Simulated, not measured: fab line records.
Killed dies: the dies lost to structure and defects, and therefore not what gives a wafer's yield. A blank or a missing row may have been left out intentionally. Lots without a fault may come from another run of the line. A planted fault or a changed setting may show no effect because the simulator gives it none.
8D (eight disciplines) problem report, filled in by code -- flow sky130 -- the parts of the form that need people (team, actions taken, sign-off) are left out

== 1. THE PROBLEM ==
killedAtContacts at SKY_PAD_OPEN_PROBE_99 reads a mean of 430 on 6 wafers of 2 lots; wafers without a fault read 24 with a standard deviation of 5.9. That puts it +69 standard deviations away from the usual mean.
Seen first at day 47 13:34 on prober-02, wafer L869.1. The record has a number at this step for 18 wafers belonging to 6 lots. Rule for "out" (also "out of limits"): further than 4 standard deviations from the usual mean. Any other wafer with a number is counted as sound.

== 2. WHAT IT IS; WHAT IT IS NOT ==
question,is,is not
which readings at this step,"killedAtContacts, killedDies, killedOnRim","killed_at_M4_up, killedAtFrontEnd, killedAtOther, killedOpen, killedShort"
which lots,"L869, L870","L866, L877, L879, L881"
which wafers of those lots,all that have a number,-
read on which tools,"prober-01, prober-02",-
when,from day 47 13:34,"up to then (3 sound wafers); but 9 sound wafers of L877, L879, L881 came after"

== 3. THE SUSPECTS, EACH WITH WHAT RULES IT OUT ==
Counting: a tool at any process step up to the reading remains a suspect when it ran all the lots that are out and ran no sound lot after the first of those.
- plasmaAsher-02 at SKY_LOCAL_INTERCONNECT_STRIP_15 (strips in O2/N2): ruled out as a lasting fault. The sound lots L877, L879, L881 went through it after L869, its earliest lot that is out (day 32 12:35).
Left after counting: nothing in the record.

== 4. THE CAUSE (what the simulator had put in) ==
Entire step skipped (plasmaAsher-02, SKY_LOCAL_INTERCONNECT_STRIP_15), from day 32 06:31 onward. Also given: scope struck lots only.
Counting ruled it out, wrongly: the rule takes a fault to strike every lot that its tool runs from its start on, and this one did not.

== 5. THE EFFECT CHAIN, in route order ==
Each row: a reading where the mean over the struck wafers with a number is more than 3 standard deviations away from the usual. Only readings for which the record gives a usual standard deviation are gone through. hours: the time from each lot's start at the first step in this table that gives one to its start at this step, as a median over the lots. sigmas: the change in usual standard deviations.
hours,step,reading,usual,on struck wafers,change,sigmas
0,SKY_PAD_OPEN_PROBE_99,killedAtContacts,24,430,+406,+69
0,SKY_PAD_OPEN_PROBE_99,killedDies,86,492,+406,+43
0,SKY_PAD_OPEN_PROBE_99,killedOnRim,17,96,+79,+21
It contains these process steps:
- SKY_PAD_OPEN_PROBE_99
Readings that are blank on the struck wafers while sound wafers have them: chamberPressureMTorr at SKY_LOCAL_INTERCONNECT_STRIP_15; drypumpMotorCurrentA at SKY_LOCAL_INTERCONNECT_STRIP_15; oesProductAu at SKY_LOCAL_INTERCONNECT_STRIP_15; stripTimeToEndpointS at SKY_LOCAL_INTERCONNECT_STRIP_15.

== 6. WHAT WOULD HAVE CAUGHT IT SOONER ==
In this record the first reading out of limits was taken at day 47 13:34, 367 hours after the fault began at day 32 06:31.
At SKY_LOCAL_INTERCONNECT_STRIP_15 the tool's readings are blank on the struck wafers, where sound wafers have them: an empty tool record is the first sign, and it was there at once.
